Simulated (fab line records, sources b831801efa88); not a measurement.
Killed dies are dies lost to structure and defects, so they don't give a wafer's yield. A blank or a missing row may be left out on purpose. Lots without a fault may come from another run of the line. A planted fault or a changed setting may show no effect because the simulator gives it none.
Which tool did it? | flow sky130 | 12 lots, 36 wafers sampled, at 3 steps of a route of 708

WHAT THE GAUGES READ, wafer by wafer
SKY_METAL4_CD_MEAS_13: target cd 300 nm.
lot  | measured     | on        | cd_nm (nm)
L075 | day 42 02:23 | cd_sem-02 | 299.6 299.0 299.0
L077 | day 43 04:17 | cd_sem-01 | 298.9 299.2 299.8
L080 | day 43 10:40 | cd_sem-02 | 299.1 297.9 297.9
L081 | day 43 12:59 | cd_sem-02 | 301.8 301.0 301.1
L083 | day 44 08:19 | cd_sem-01 | 301.3 300.1 300.8
L084 | day 44 17:02 | cd_sem-01 | 300.4 300.4 300.3
L089 | day 46 06:46 | cd_sem-01 | 300.1 299.9 300.3
L088 | day 46 09:30 | cd_sem-01 | 301.1 301.2 300.9
L091 | day 46 10:13 | cd_sem-01 | 299.7 299.5 299.2
L093 | day 46 13:25 | cd_sem-01 | 300.9 300.1 302.0
L095 | day 47 05:44 | cd_sem-01 | 300.9 300.5 301.5
L097 | day 47 12:32 | cd_sem-01 | 299.8 300.5 299.0

WHICH TOOL RAN EACH LOT (tool, then ch and the chambers of the sampled wafers, then the start)
lot  | SKY_METAL1_SPUTTER_03        | SKY_VIA3_ETCH_15
L075 | pvd_sputter-01, day 31 23:07 | rie_diel-01 ch 0,2,3, day 40 00:01
L077 | pvd_sputter-01, day 33 11:08 | rie_diel-01 ch 0,3, day 41 04:31
L080 | pvd_sputter-01, day 33 13:02 | rie_diel-01 ch 0,3, day 41 10:34
L081 | pvd_sputter-02, day 33 17:27 | rie_diel-02 ch 0,2,3, day 41 14:01
L083 | pvd_sputter-01, day 34 15:19 | rie_diel-02 ch 0,1, day 42 09:01
L084 | pvd_sputter-02, day 35 04:06 | rie_diel-01 ch 0,1,3, day 42 18:16
L089 | pvd_sputter-03, day 36 22:54 | rie_diel-01 ch 0,1,2, day 44 09:09
L088 | pvd_sputter-03, day 37 00:07 | rie_diel-02 ch 0,2,3, day 44 12:30
L091 | pvd_sputter-01, day 37 06:01 | rie_diel-03 ch 0,3, day 44 14:05
L093 | pvd_sputter-03, day 37 12:37 | rie_diel-03 ch 0,2, day 44 18:12
L095 | pvd_sputter-03, day 38 07:22 | rie_diel-03 ch 0,2, day 45 11:00
L097 | pvd_sputter-01, day 38 17:14 | rie_diel-01 ch 0,1,2, day 45 17:19
- SKY_METAL1_SPUTTER_03: material Ti, target thk 5 nm, time 3.3 s.
- SKY_VIA3_ETCH_15: etches SiO2 in C4F8/O2/Ar, stops on TiN, target depth 507 nm, time 78 s.

THE ANSWER, worked out from the rows above alone
Rule: what is usual is taken from the lots themselves. Put in order of their means at a reading, lots are off if they are a third of the lots or fewer, leave a main group of 4 or more, and stand apart from it by a gap of 3 or more times the standard deviation of the main group's means; of several such gaps the widest counts. A main group whose means are all the same, to the digits that the tables above print for the reading, isn't used. A lot without any number at a reading at which 4 lots or more have one is off too. The other lots that the step has rows for count as sound.
No lot is off at any reading shown: from this, nothing can be told.

WHAT THE SIMULATOR HAD PUT IN
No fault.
